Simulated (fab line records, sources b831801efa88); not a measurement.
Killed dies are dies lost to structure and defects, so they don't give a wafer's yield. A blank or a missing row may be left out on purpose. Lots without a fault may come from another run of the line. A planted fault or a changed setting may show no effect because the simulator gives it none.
Tool commonality check | flow sky130 | 11 lots, 33 wafers sampled

WHY IT WAS OPENED
At SKY_POLY_GATE_THK_MEAS_01 the reading POLY_GATE_CVD_00_THK is flagged on 2 of 11 lots. Wafers without a fault read 180.3 nm, standard deviation 1.3.
Rule: a lot is flagged when every wafer of it that has a number lies more than 4 standard deviations from that mean, or none has a number. The other lots count as sound.

lot  | measured     | on            | POLY_GATE_CVD_00_THK (nm), wafer by wafer | flag
L133 | day 14 08:53 | film_metro-03 | 180.9 180.3 181.6                         |
L134 | day 14 18:01 | film_metro-04 | 180.4 181.4 179.8                         |
L136 | day 16 02:47 | film_metro-02 | 180.9 179.2 180.9                         |
L138 | day 16 02:49 | film_metro-04 | 179.8 179.6 178.5                         |
L140 | day 17 15:23 | film_metro-04 | 135.0 133.7 133.8                         | FLAGGED
L141 | day 17 15:23 | film_metro-02 | 136.7 135.2 136.1                         | FLAGGED
L151 | day 21 00:34 | film_metro-02 | 179.4 179.3 179.0                         |
L152 | day 21 02:22 | film_metro-03 | 179.4 180.9 180.0                         |
L153 | day 21 11:22 | film_metro-02 | 180.4 180.0 180.1                         |
L154 | day 21 23:59 | film_metro-04 | 178.8 180.9 180.2                         |
L155 | day 22 04:31 | film_metro-02 | 182.3 182.3 182.4                         |
The numbers of the flagged lots are 135.1 nm on average: -45.2 nm against the usual, or -35 standard deviations.

WHICH TOOL RAN EACH LOT
The record holds 3 process steps before the reading, out of a route of 708 steps. In each cell: the tool, then ch and the chambers that the sampled wafers went through, then the start.
lot  | flag    | SKY_FIELD_ISO_ETCH_15             | SKY_NWELL_RTA_28                 | SKY_POLY_GATE_CVD_00
L133 |         | rie_diel-03 ch 1,2,3, day 2 10:08 | rtp_anneal-02 ch 0, day 5 15:03  | lpcvd-01 ch 0, day 14 07:41
L134 |         | rie_diel-03 ch 0,2,3, day 2 15:30 | rtp_anneal-02 ch 0, day 5 19:43  | lpcvd-01 ch 0, day 14 16:49
L136 |         | rie_diel-01 ch 1,2, day 3 02:53   | rtp_anneal-01 ch 0, day 6 10:50  | lpcvd-01 ch 1, day 16 00:59
L138 |         | rie_diel-03 ch 0,1,2, day 3 11:36 | rtp_anneal-01 ch 0, day 6 19:22  | lpcvd-01 ch 0, day 16 00:59
L140 | FLAGGED | rie_diel-01 ch 0,1,2, day 3 22:06 | rtp_anneal-01 ch 0, day 7 08:44  | lpcvd-01 ch 0, day 17 14:11
L141 | FLAGGED | rie_diel-03 ch 0,1,2, day 4 03:00 | rtp_anneal-02 ch 0, day 7 13:38  | lpcvd-01 ch 0, day 17 14:11
L151 |         | rie_diel-04 ch 2,3, day 6 08:54   | rtp_anneal-02 ch 0, day 10 05:45 | lpcvd-01 ch 1, day 20 23:21
L152 |         | rie_diel-03 ch 1,2,3, day 6 15:14 | rtp_anneal-01 ch 0, day 10 11:01 | lpcvd-01 ch 0, day 21 00:33
L153 |         | rie_diel-03 ch 0,2,3, day 6 18:35 | rtp_anneal-02 ch 0, day 10 16:17 | lpcvd-01 ch 1, day 21 10:10
L154 |         | rie_diel-04 ch 2,3, day 7 02:39   | rtp_anneal-02 ch 0, day 11 00:58 | lpcvd-01 ch 0, day 21 22:46
L155 |         | rie_diel-01 ch 2,3, day 7 07:15   | rtp_anneal-01 ch 0, day 11 09:08 | lpcvd-01 ch 1, day 22 03:19
What these steps do:
- SKY_FIELD_ISO_ETCH_15: etches the open film in CHF3/O2, stops on Si, target depth 180 nm, time 72 s.
- SKY_NWELL_RTA_28: time 30 s.
- SKY_POLY_GATE_CVD_00: deposits poly-Si, target thk 180 nm, time 720 s.
- SKY_POLY_GATE_THK_MEAS_01

FLAGGED OVER TOTAL, TOOL BY TOOL (the gauges that took the reading come last)
step                      | tool          | lots run | flagged | share of the flagged lots | sound lots run after its first flagged lot
SKY_FIELD_ISO_ETCH_15     | rie_diel-01   | 3        | 1       | some                      | 1 (L155)
SKY_FIELD_ISO_ETCH_15     | rie_diel-03   | 6        | 1       | some                      | 2 (L152,L153)
SKY_FIELD_ISO_ETCH_15     | rie_diel-04   | 2        | 0       | none                      | -
SKY_NWELL_RTA_28          | rtp_anneal-01 | 5        | 1       | some                      | 2 (L152,L155)
SKY_NWELL_RTA_28          | rtp_anneal-02 | 6        | 1       | some                      | 3 (L151,L153,L154)
SKY_POLY_GATE_CVD_00      | lpcvd-01      | 11       | 2       | all                       | 5 (L151,L152,L153,L154,L155)
SKY_POLY_GATE_THK_MEAS_01 | film_metro-02 | 5        | 1       | some                      | 3 (L151,L153,L155)
SKY_POLY_GATE_THK_MEAS_01 | film_metro-03 | 2        | 0       | none                      | -
SKY_POLY_GATE_THK_MEAS_01 | film_metro-04 | 4        | 1       | some                      | 1 (L154)

WHAT THE TABLE ALLOWS
1 row of the table ran every flagged lot: lpcvd-01 at SKY_POLY_GATE_CVD_00.
- lpcvd-01 at SKY_POLY_GATE_CVD_00: 2 of its 11 lots flagged. Sound lots ran on it after the first flagged one (L151, L152, L153, L154, L155), which a lasting fault on the whole tool wouldn't allow.
No row of the table ran every flagged lot and no sound lot after the first.

WHAT THE SIMULATOR HAD PUT IN
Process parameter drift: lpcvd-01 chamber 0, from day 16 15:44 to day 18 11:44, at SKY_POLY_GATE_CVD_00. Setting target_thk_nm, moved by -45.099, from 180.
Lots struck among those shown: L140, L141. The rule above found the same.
